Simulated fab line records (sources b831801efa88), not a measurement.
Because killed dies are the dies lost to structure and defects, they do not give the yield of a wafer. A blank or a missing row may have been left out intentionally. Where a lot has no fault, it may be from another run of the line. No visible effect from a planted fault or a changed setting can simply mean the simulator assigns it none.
Problem report, 8D (eight disciplines) form, completed by code	flow sfq line	the parts of the form that need people (team, actions taken, sign-off) are left out

== 1. THE PROBLEM ==
Wafers without a fault read 201 s, standard deviation 9.4; time to endpoint s at SFQ_TRILAYER_I6_CMP_CMP_166 reads a mean of 106 s on 3 wafers belonging to 3 lots. Relative to the usual mean, that is a shift of -10 standard deviations.
The step: polishes SiO2.
The first sign was on wafer L698.2 at day 78 22:26, on cmp-02. The record holds 42 wafers of 15 lots with a number at this step. By rule, "out" or "out of limits" means more than 4 standard deviations away from the usual mean. The other wafers with a number count as sound.

== 2. WHAT IT IS, AND WHAT IT ISN'T ==
question	is	is not
which readings at this step	time to endpoint s	motor current A, slurry filter dp kPa
which lots	L698, L699, L701	L682, L683, L684, L686, L687, L688, L691, L692, L693, L703, L704, L705
which wafers of those lots	L698.2, L699.5, L701.2	L698.1, L699.4, L701.4
read on which tools	cmp-02	cmp-01
when	from day 78 22:26	up to then (28 sound wafers); but 11 sound wafers of L699, L701, L703, L704, L705 came after

== 3. SUSPECTS, AND WHAT RULES EACH OUT ==
Counting: any tool at a process step up to the reading remains a suspect provided it ran every lot that is out. Sound lots after the first of them don't rule it out here, since some wafers of a struck lot are sound.
- cmp-02 at SFQ_TRILAYER_I6_CMP_CMP_166 (polishes SiO2): kept. It ran every lot that is out, first L698 (day 78 21:26); its last sound lot up to then is L693 (day 78 05:56). Its own readings are out on those wafers: time to endpoint s.
The count leaves cmp-02 at SFQ_TRILAYER_I6_CMP_CMP_166.

== 4. THE CAUSE (what the simulator had put in) ==
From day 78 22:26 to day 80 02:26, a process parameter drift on cmp-02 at SFQ_TRILAYER_I6_CMP_CMP_166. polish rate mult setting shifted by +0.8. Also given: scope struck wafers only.
After counting, this tool was the only one left.

== 5. THE CHAIN OF EFFECTS, in route order ==
One row per reading whose mean, taken over the struck wafers that have a number, lies over 3 standard deviations from the usual. Only readings for which the record gives a usual standard deviation are gone through. hours: the time from each lot's start at the first step in this table that gives one to its start at this step, as a median over the lots. sigmas: the change in usual standard deviations.
hours	step	reading	usual	on struck wafers	change	sigmas
0	SFQ_TRILAYER_I6_CMP_CMP_166	time to endpoint s	201 s	106	-95	-10
Here are the process steps it includes:
- SFQ_TRILAYER_I6_CMP_CMP_166: polishes SiO2.

== 6. HOW IT WOULD HAVE BEEN CAUGHT EARLIER ==
0 hours passed between the start of the fault at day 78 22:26 and the first reading out of limits in this record, taken at day 78 22:26.
